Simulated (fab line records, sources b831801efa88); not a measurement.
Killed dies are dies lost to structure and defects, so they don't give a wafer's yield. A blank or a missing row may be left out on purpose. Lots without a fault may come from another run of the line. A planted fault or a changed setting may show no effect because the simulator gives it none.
Problem report in the 8D (eight disciplines) form, filled by code | flow gf180mcu | the parts of the form that need people (team, actions taken, sign-off) are left out

1. THE PROBLEM
run_length_s at GF_M4_SOFTBAKE_10 reads a mean of 91.28 s on 6 wafers of 2 lots; wafers without a fault read 89.13 s with a standard deviation of 0.11. That is +20 standard deviations from the usual mean.
The step: time 60 s.
First seen on wafer L794.1, day 25 20:44, on litho_track-03. The record holds 39 wafers of 13 lots with a number at this step. Rule for "out", or "out of limits": more than 4 standard deviations from the usual mean. The other wafers with a number count as sound.

2. WHAT IT IS AND WHAT IT IS NOT
question                    | is                     | is not
which readings at this step | run_length_s           | -
which lots                  | L794, L796             | L786, L788, L789, L792, L793, L801, L805, L806, L807, L808, L809
which wafers of those lots  | all that have a number | -
read on which tools         | litho_track-03         | litho_track-01, litho_track-02
when                        | from day 25 20:44      | up to then (15 sound wafers); but 18 sound wafers of L801, L805, L806, L807, L808, L809 came after

3. SUSPECTS, AND WHAT RULES EACH OUT
Counting: a tool at a process step up to the reading stays a suspect if it ran every lot that is out and no sound lot after the first of them.
- cmp-02 at GF_V3_CMP_26 (polishes, stops on SiO2, t overpolish 15 s, target thk 0 nm): ruled out as a lasting fault. Sound lots L801, L806, L808, L809 ran on it after its first lot that is out, L794 (day 25 09:35).
- litho_track-03 at GF_M4_SOFTBAKE_10 (time 60 s): ruled out as a lasting fault. Sound lots L808, L809 ran on it after its first lot that is out, L794 (day 25 20:44).
Left after counting: nothing in the record.

4. THE CAUSE (what the simulator had put in)
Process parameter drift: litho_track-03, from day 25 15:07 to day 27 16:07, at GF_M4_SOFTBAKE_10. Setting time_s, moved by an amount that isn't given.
Counting ruled it out, wrongly.

5. THE CHAIN OF EFFECTS, in route order
Each row: a reading whose mean over the struck wafers that have a number lies more than 3 standard deviations from the usual. Only readings for which the record gives a usual standard deviation are gone through. hours: the time from each lot's start at the first step in this table that gives one to its start at this step, as a median over the lots. sigmas: the change in usual standard deviations.
hours | step              | reading      | usual   | on struck wafers | change | sigmas
0     | GF_M4_SOFTBAKE_10 | run_length_s | 89.13 s | 91.28            | +2.15  | +20
The process steps in it:
- GF_M4_SOFTBAKE_10: time 60 s.

6. WHAT WOULD HAVE CAUGHT IT SOONER
In this record the first reading out of limits was taken at day 25 20:44, 6 hours after the fault began at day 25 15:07.
